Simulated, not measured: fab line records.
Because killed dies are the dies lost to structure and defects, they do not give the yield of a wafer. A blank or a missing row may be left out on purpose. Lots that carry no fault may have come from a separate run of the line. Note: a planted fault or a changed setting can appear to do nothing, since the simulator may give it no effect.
Which tool did it? | flow sky130 | 12 lots with 36 wafers sampled at 5 steps, on a route of 708 steps

## WHAT THE GAUGES SHOWED, per wafer
The record holds no reading of a measuring or inspecting step that can be judged against a usual standard deviation.

## WHICH TOOL RAN EACH LOT (tool, then ch and the chambers of the sampled wafers, then the start)
lot  | SKY_METAL3_SPUTTER_00        | SKY_CAPM_SPUTTER_02          | SKY_VIA3_CMP_02               | SKY_VIA3_EXPOSE_09                | SKY_PAD_OPEN_PROBE_99
L422 | pvd_sputter-04, day 37 17:42 | pvd_sputter-02, day 37 17:56 | cmp-02 ch 0,2,3, day 39 22:04 | krf_scanner-01 ch 0, day 40 09:55 | -
L423 | pvd_sputter-02, day 37 23:51 | pvd_sputter-03, day 38 00:10 | cmp-01 ch 1,2,3, day 40 03:43 | krf_scanner-01 ch 0, day 40 15:46 | -
L424 | pvd_sputter-01, day 38 00:29 | pvd_sputter-03, day 38 00:44 | cmp-01 ch 0,2,3, day 40 04:12 | krf_scanner-01 ch 0, day 40 16:37 | -
L425 | pvd_sputter-04, day 38 08:58 | pvd_sputter-01, day 38 09:11 | cmp-02 ch 0,1,3, day 40 12:04 | krf_scanner-02 ch 0, day 41 01:56 | -
L428 | pvd_sputter-04, day 39 04:46 | pvd_sputter-02, day 39 05:01 | cmp-02 ch 0,1,3, day 41 09:55 | krf_scanner-02 ch 0, day 41 23:04 | -
L430 | pvd_sputter-04, day 39 14:05 | pvd_sputter-03, day 39 14:19 | cmp-01 ch 0,2,3, day 41 17:28 | krf_scanner-01 ch 0, day 42 06:26 | -
L431 | pvd_sputter-04, day 40 01:05 | pvd_sputter-02, day 40 01:19 | cmp-02 ch 0,2,3, day 42 03:52 | krf_scanner-01 ch 0, day 42 15:11 | -
L435 | pvd_sputter-01, day 41 01:26 | pvd_sputter-02, day 41 01:40 | cmp-01 ch 1,2, day 43 01:58   | krf_scanner-01 ch 0, day 43 13:11 | -
L436 | pvd_sputter-01, day 41 02:40 | pvd_sputter-03, day 41 02:54 | cmp-01 ch 0,2, day 43 04:18   | krf_scanner-02 ch 0, day 43 15:26 | prober-02, day 49 15:46
L437 | pvd_sputter-02, day 41 07:53 | pvd_sputter-03, day 41 08:08 | cmp-02 ch 1,3, day 43 09:34   | krf_scanner-02 ch 0, day 43 21:51 | -
L438 | pvd_sputter-04, day 41 13:11 | pvd_sputter-02, day 41 13:26 | cmp-01 ch 0,2, day 43 14:20   | krf_scanner-01 ch 0, day 44 03:59 | -
L444 | pvd_sputter-01, day 43 03:53 | pvd_sputter-03, day 43 04:07 | cmp-01 ch 0,1,2, day 45 04:07 | krf_scanner-02 ch 0, day 45 14:19 | -
- SKY_METAL3_SPUTTER_00: material Ti, target thk 15 nm, time 10 s.
- SKY_CAPM_SPUTTER_02: material TiN, target thk 200 nm, time 174 s.
- SKY_VIA3_CMP_02: polishes SiO2.
- SKY_VIA3_EXPOSE_09: exposes mask VIM3, target cd 200 nm.
- SKY_PAD_OPEN_PROBE_99

## WHAT THE TOOLS THEMSELVES READ (means of the sampled wafers that have a number; where no wafer has one, the mark that the record gives instead)
SKY_METAL3_SPUTTER_00.
lot  | tool           | throttle_valve_pct (%)
L422 | pvd_sputter-04 | 30.2
L423 | pvd_sputter-02 | 30.7
L424 | pvd_sputter-01 | 29.5
L425 | pvd_sputter-04 | 30.2
L428 | pvd_sputter-04 | 30.0
L430 | pvd_sputter-04 | 29.7
L431 | pvd_sputter-04 | 30.1
L435 | pvd_sputter-01 | 29.1
L436 | pvd_sputter-01 | 30.3
L437 | pvd_sputter-02 | 30.1
L438 | pvd_sputter-04 | 30.1
L444 | pvd_sputter-01 | 30.4

SKY_CAPM_SPUTTER_02.
lot  | tool           | throttle_valve_pct (%)
L422 | pvd_sputter-02 | 30.1
L423 | pvd_sputter-03 | 30.2
L424 | pvd_sputter-03 | 30.3
L425 | pvd_sputter-01 | 29.6
L428 | pvd_sputter-02 | 30.5
L430 | pvd_sputter-03 | 30.0
L431 | pvd_sputter-02 | 29.6
L435 | pvd_sputter-02 | 30.3
L436 | pvd_sputter-03 | 30.7
L437 | pvd_sputter-03 | 30.0
L438 | pvd_sputter-02 | 29.9
L444 | pvd_sputter-03 | 30.6

SKY_VIA3_CMP_02.
lot  | tool   | motor_current_A (A)
L422 | cmp-02 | 11.3
L423 | cmp-01 | 12.6
L424 | cmp-01 | 12.4
L425 | cmp-02 | 11.6
L428 | cmp-02 | 11.6
L430 | cmp-01 | 12.3
L431 | cmp-02 | 11.3
L435 | cmp-01 | 12.2
L436 | cmp-01 | 12.2
L437 | cmp-02 | 12.7
L438 | cmp-01 | 11.9
L444 | cmp-01 | 12.3

SKY_VIA3_EXPOSE_09.
lot  | tool           | exposure_dose_mJ_cm2 | reticle_temp_C (C)
L422 | krf_scanner-01 | 37.99                | 23.01
L423 | krf_scanner-01 | 37.97                | 23.06
L424 | krf_scanner-01 | 37.93                | 23.04
L425 | krf_scanner-02 | 37.99                | 23.08
L428 | krf_scanner-02 | 37.99                | 22.97
L430 | krf_scanner-01 | 37.98                | 22.82
L431 | krf_scanner-01 | 37.97                | 22.97
L435 | krf_scanner-01 | 37.39                | 22.96
L436 | krf_scanner-02 | 37.97                | 23.04
L437 | krf_scanner-02 | 38.01                | 23.03
L438 | krf_scanner-01 | 37.44                | 22.95
L444 | krf_scanner-02 | 37.97                | 22.97

SKY_PAD_OPEN_PROBE_99.
lot  | tool      | defect_limited_yield (%) | killed_at_M0_to_M3 | killed_at_M4_up | killed_at_contacts | killed_at_front_end | killed_at_other | killed_dies | killed_open | killed_short | sort_bin_3_pad_short (%) | sort_bin_5_function (%) | sort_bin_6_memory (%) | sort_n_pass | sort_yield_pct (%)
L436 | prober-02 | 83.1                     | 44                 | 4.3             | 18                 | 17                  | 0.3             | 83          | 43          | 40           | 1.1                      | 9.5                     | 6.3                   | 409         | 83.1

## THE ANSWER, worked out from the rows above alone
Rule: the usual values come from the lots themselves. The widest of any qualifying gaps counts: lots, ordered by their means at a reading, are off when they make up no more than a third of the lots, leave a main group of 4 or more, and stand apart from it by 3 or more times the standard deviation of that group's means. A main group whose means are all the same, to the digits that the tables above print for the reading, isn't used. Also off: a lot with no number at a reading for which 4 or more lots have one. Any other lot the step has rows for is counted as sound. After the gauges, taken in route order, come the tools' own readings; for these a lot's mean is taken, as printed above. At the first step where some lot is off, the reading lying furthest off is the one used; lots without a number count as furthest.
Off, at SKY_VIA3_EXPOSE_09 on exposure_dose_mJ_cm2: L435, L438. Mean 37.98 and standard deviation 0.02 in the main group.
If a tool, at that step or one of the process steps before it, ran each lot that is off and ran no sound lot following the first of them, it fits. This does not decide it: 2 tools fit, namely pvd_sputter-02 at SKY_CAPM_SPUTTER_02 and krf_scanner-01 at SKY_VIA3_EXPOSE_09.

## WHAT WAS PUT IN BY THE SIMULATOR
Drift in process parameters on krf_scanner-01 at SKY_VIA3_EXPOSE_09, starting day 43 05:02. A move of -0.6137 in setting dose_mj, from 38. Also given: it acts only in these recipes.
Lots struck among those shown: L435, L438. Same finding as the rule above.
